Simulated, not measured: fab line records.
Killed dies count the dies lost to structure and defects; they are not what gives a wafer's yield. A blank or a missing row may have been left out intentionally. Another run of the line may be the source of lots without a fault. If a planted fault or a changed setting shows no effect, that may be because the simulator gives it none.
Problem report, 8D (eight disciplines) form, completed by code | flow sky130 | the parts of the form that need people (team, actions taken, sign-off) are left out

## 1. PROBLEM STATEMENT
oes product au at SKY_METAL4_METAL_ETCH_18 reads a mean of 0.727 a.u. on 6 wafers of 2 lots; wafers without a fault read 0.866 a.u. with a standard deviation of 0.0059. That is -24 standard deviations from the usual mean.
The step: etches the open film in Cl2/BCl3, stops on SiO2, target depth 845 nm, time 183.1 s.
Seen first at day 45 22:28 on rie metal-02, wafer L535.1. Wafers with a number at this step in the record: 33, from 11 lots. Rule for "out", or "out of limits": more than 4 standard deviations from the usual mean. The rest of the wafers with a number are treated as sound.

## 2. WHAT IT IS, AND WHAT IT ISN'T
question                    | is                         | is not
which readings at this step | oes product au             | bias w, throttle valve pct
which lots                  | L535, L536                 | L521, L522, L523, L525, L526, L530, L531, L533, L543
which wafers of those lots  | all that have a number     | -
read on which tools         | rie metal-02, rie metal-03 | rie metal-01
when                        | from day 45 22:28          | up to then (24 sound wafers); but 3 sound wafers of L543 came after

## 3. THE SUSPECTS, EACH WITH WHAT RULES IT OUT
Counting: a tool stays on the suspect list if, at a process step up to the reading, it processed all lots that are out and no sound lot following the first of them.
- pvd sputter-04 at SKY_METAL4_SPUTTER_02 (material AlCu, target thk 735 nm, time 39.1 s): kept. It ran every lot that is out, first L535 (day 44 01:49), and no sound lot after that; its last sound lot up to then is L533 (day 43 04:26).
The count leaves pvd sputter-04 at SKY_METAL4_SPUTTER_02.

## 4. THE CAUSE (what the simulator had put in)
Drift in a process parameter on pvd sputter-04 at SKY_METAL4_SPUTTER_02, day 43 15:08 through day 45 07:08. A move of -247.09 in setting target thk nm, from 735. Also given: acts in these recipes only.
After counting, this tool was the only one left.

## 5. THE EFFECT CHAIN, in route order
Each row: a reading whose mean over the struck wafers that have a number lies more than 3 standard deviations from the usual. Only readings for which the record gives a usual standard deviation are gone through. hours: the time from each lot's start at the first step in this table that gives one to its start at this step, as a median over the lots. sigmas: the change in usual standard deviations.
hours | step                     | reading        | usual      | on struck wafers | change | sigmas
0     | SKY_METAL4_METAL_ETCH_18 | oes product au | 0.866 a.u. | 0.727            | -0.139 | -24
Process steps it contains:
- SKY_METAL4_METAL_ETCH_18: etches the open film in Cl2/BCl3, stops on SiO2, target depth 845 nm, time 183.1 s.

## 6. HOW IT WOULD HAVE BEEN CAUGHT EARLIER
In this record the first reading out of limits was taken at day 45 22:28, 55 hours after the fault began at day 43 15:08.
Tool readings at SKY_METAL4_SPUTTER_02 with a usual standard deviation given in the record: none out on any struck wafer, hence no alarm at a limit of 4 standard deviations on them.
By day 45 22:28 the whole set of lots that are out, 2 in number, had already begun SKY_METAL4_SPUTTER_02 on pvd sputter-04. Tool hold at that time: it would have spared none of them.
